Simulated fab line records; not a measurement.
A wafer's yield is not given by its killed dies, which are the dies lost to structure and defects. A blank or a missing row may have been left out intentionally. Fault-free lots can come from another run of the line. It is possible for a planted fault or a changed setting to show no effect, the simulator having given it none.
Struck lot and sound lot, side by side || flow sfq line || 15 out of 325 route steps
Sound: wafers L479.4, L479.5, L479.6. Struck: wafer L495.6. (L495.1, L495.4 of the same lot were not struck and are left out.) The cause comes at the end.
At each step with rows: each side's tool, then ch and its chambers, then its first start. Under that, the readings that differ: sound wafers || struck wafers || difference of the means || sigmas: that difference in standard deviations of wafers without a fault.
alike: same words and numbers on both sides, and readings whose means sit less than 2 such deviations apart. not compared: any withheld reading, any reading some wafer has no value for, any bound like >300 that may hide the same value, and any number with overlapping values for which the record gives no deviation.
The two part at a step that has a row with sigmas, a row that says differs or no value, or rows on one side only. When numbers do not overlap yet have no deviation, they are printed without sigmas and do not part them. Lack of a reading on every wafer of one side parts them only where that side has two or more wafers.

SFQ_TRILAYER_L0_BARC_OPEN_METAL_ETCH_010: etches BARC in O2, target depth 125 nm, time 41.7 s.
  sound on rie metal-04 ch 0,1, day 4 12:52; struck on rie metal-01 ch 1, day 8 20:25
  alike: bias w, drypump motor current A, oes product au
  not compared: rf hours counter h
SFQ_TRILAYER_L0_ETCH_METAL_ETCH_008: etches MoNx KI in SF6/O2, stops on SiO2, target depth 50 nm, time 25 s.
  sound on rie metal-04 ch 0,1, day 4 12:55; struck on rie metal-01 ch 1, day 8 20:28
  alike: bias w, drypump motor current A, oes product au
  not compared: rf hours counter h
SFQ_TRILAYER_L0_STRIP_STRIP_009: strips in O2.
  sound on rie metal-04 ch 0,1, day 4 13:08; struck on rie metal-01 ch 1, day 8 20:31
  alike: drypump motor current A, oes product au
  not compared: rf hours counter h
then, 1 step without rows for these wafers: SFQ_TRILAYER_L0_STRIP_SOLV_CLEAN_010 (cleans in NMP, time 600 s).
SFQ_TRILAYER_L0_CAP_PECVD_011: deposits SiO2 from SiH4/N2O, time 13.333 s, target thk 60 nm.
  sound on pecvd-04 ch 0,1,2, day 4 13:44; struck on pecvd-02 ch 2, day 8 21:18
  alike: heater power w, throttle valve pct
then, 6 steps without rows for these wafers: SFQ_TRILAYER_L0_VIA_LITHO_COAT_018 (resist thk 62 nm); SFQ_TRILAYER_L0_VIA_LITHO_COAT_013 (resist thk 650 nm); SFQ_TRILAYER_L0_VIA_LITHO_SOFTBAKE_017; SFQ_TRILAYER_L0_VIA_LITHO_EXPOSE_014 (exposes mask L0V, target cd 700 nm); SFQ_TRILAYER_L0_VIA_LITHO_PEB_016 (peb time 60 s); SFQ_TRILAYER_L0_VIA_LITHO_DEVELOP_015 (time 60 s).
-- the record jumps here: 4 days lie between the struck wafers' starts before and after --
SFQ_L0V_OVL_MEAS_903:
  sound on overlay-01 at day 7 17:47; struck on overlay-02 at day 13 06:41
  alike: L0V_OVL
SFQ_TRILAYER_L0_VIA_BARC_OPEN_VIA_ETCH_021: etches BARC in O2, target depth 125 nm, time 41.7 s.
  sound on rie diel-03 ch 0,2,3, day 7 17:48; struck on rie diel-03 ch 2, day 13 06:43
{"reading": "model.KrF_of_TRILAYER_L0_VIA_LITHO_COAT_013.thk nm (nm)", "sound": "573.4 572.7 572.5", "struck": 583.4, "difference": "+10.5", "sigmas": ""}
  alike: bias w, drypump motor current A, oes product au
  not compared: rf hours counter h
SFQ_TRILAYER_L0_VIA_ETCH_VIA_ETCH_016: etches SiO2 in CHF3, stops on MoNx KI, target depth 80 nm.
  sound on rie diel-03 ch 0,2,3, day 7 17:50; struck on rie diel-03 ch 2, day 13 06:46
{"reading": "model.KrF_of_TRILAYER_L0_VIA_LITHO_COAT_013.thk nm (nm)", "sound": "559.5 559 558.9", "struck": 569.6, "difference": "+10.5", "sigmas": ""}
  alike: bias w, drypump motor current A, oes product au
SFQ_TRILAYER_L0_VIA_STRIP_STRIP_017: strips in O2.
  sound on rie metal-01 ch 0,1, day 7 18:05; struck on rie metal-01 ch 1, day 13 06:49
  alike: drypump motor current A, oes product au
  not compared: rf hours counter h

== WHERE THEY PART ==
Nowhere in this record.

WHY: what the simulator had put in
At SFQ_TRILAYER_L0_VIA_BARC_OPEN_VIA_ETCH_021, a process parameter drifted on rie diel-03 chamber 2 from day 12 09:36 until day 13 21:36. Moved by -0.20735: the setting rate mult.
